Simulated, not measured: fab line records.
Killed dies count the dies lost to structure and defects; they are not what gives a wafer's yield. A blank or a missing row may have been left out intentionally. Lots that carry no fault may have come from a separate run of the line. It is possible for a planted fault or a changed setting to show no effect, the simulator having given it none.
One fault through the eyes of 2 desks    flow gf180mcu    only its own numbers are on each desk; what lay behind them is given at the end

== THE METROLOGY DESK ==
What the gauges read, lot by lot, whatever tool the lot ran on: means of the sampled wafers that have a number. Any lot whose mean is over 4 standard deviations away from the usual mean is out of limits and marked OUT; that distance is given in the brackets.
Columns: A = SAB_OVL at GF_SAB_OVL_MEAS_10, usual 0.5 nm; B = SALICIDE_TIN_RS at GF_SALICIDE_RS_MEAS_04, usual 16.4 ohm/sq; C = SALICIDE_TIN_THK at GF_SALICIDE_THK_MEAS_05, usual 20.21 nm
lot   first seen here  A     B     C
L989  day 17 22:05     -1.6  16.2  20.23
L992  day 18 20:01     2.0   16.5  20.23
L994  day 19 15:58     2.2   16.7  20.33
L101  day 22 04:49     -1.5  16.1  20.17
L103  day 22 15:52     0.9   16.7  19.88
L104  day 23 06:17     0.8   16.6  20.20
This desk's verdict: no lot among the 6 shows anything out of limits.

== FOR THE TOOL OWNER'S DESK: rtp-anneal-01 ==
Per lot that ran on this tool, the mean of the sampled wafers carrying a number, from the tool's own readings at GF_SALICIDE_RTA_08 (time 30 s). Any lot whose mean is over 4 standard deviations away from the usual mean is out of limits and marked OUT; that distance is given in the brackets.
Columns: A = chamber-o2-ppm at GF_SALICIDE_RTA_08, usual 2.002; B = lamp-power-pct at GF_SALICIDE_RTA_08, usual 17.6 %; C = wafer_temp_C_max at GF_SALICIDE_RTA_08, usual 803.2
lot   first seen here  A                          B     C
L989  day 17 22:56     1.988                      17.3  803.8
L992  day 18 20:50     302.013 (+99 or more) OUT  17.2  803.1
L994  day 19 16:47     301.993 (+99 or more) OUT  17.2  803.4
L101  day 22 05:37     2.000                      17.2  804.2
L103  day 22 16:40     1.987                      17.3  804.1
L104  day 23 07:05     2.031                      17.2  803.5
Finding of this desk: L992, L994 out of limits; the first was L992 at day 18 20:50, on chamber-o2-ppm at GF_SALICIDE_RTA_08. L989, L101, L103, L104: within limits.

== TAKEN TOGETHER ==
The tool owner's desk could have raised an alarm at day 18 20:50, on L992, L994.
From the metrology desk's view, nothing was out of limits.
The metrology desk has L992, L994 on record, within its limits.
All the named lots went through GF_SALICIDE_RTA_08 on rtp-anneal-01.

== WHAT THE SIMULATOR PUT IN ==
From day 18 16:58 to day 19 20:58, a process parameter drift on rtp-anneal-01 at GF_SALICIDE_RTA_08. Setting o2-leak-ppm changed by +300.
Shown lots that were struck: L992, L994.
Hours from the fault's start to each desk's first reading out of limits: the tool owner's desk, 4.
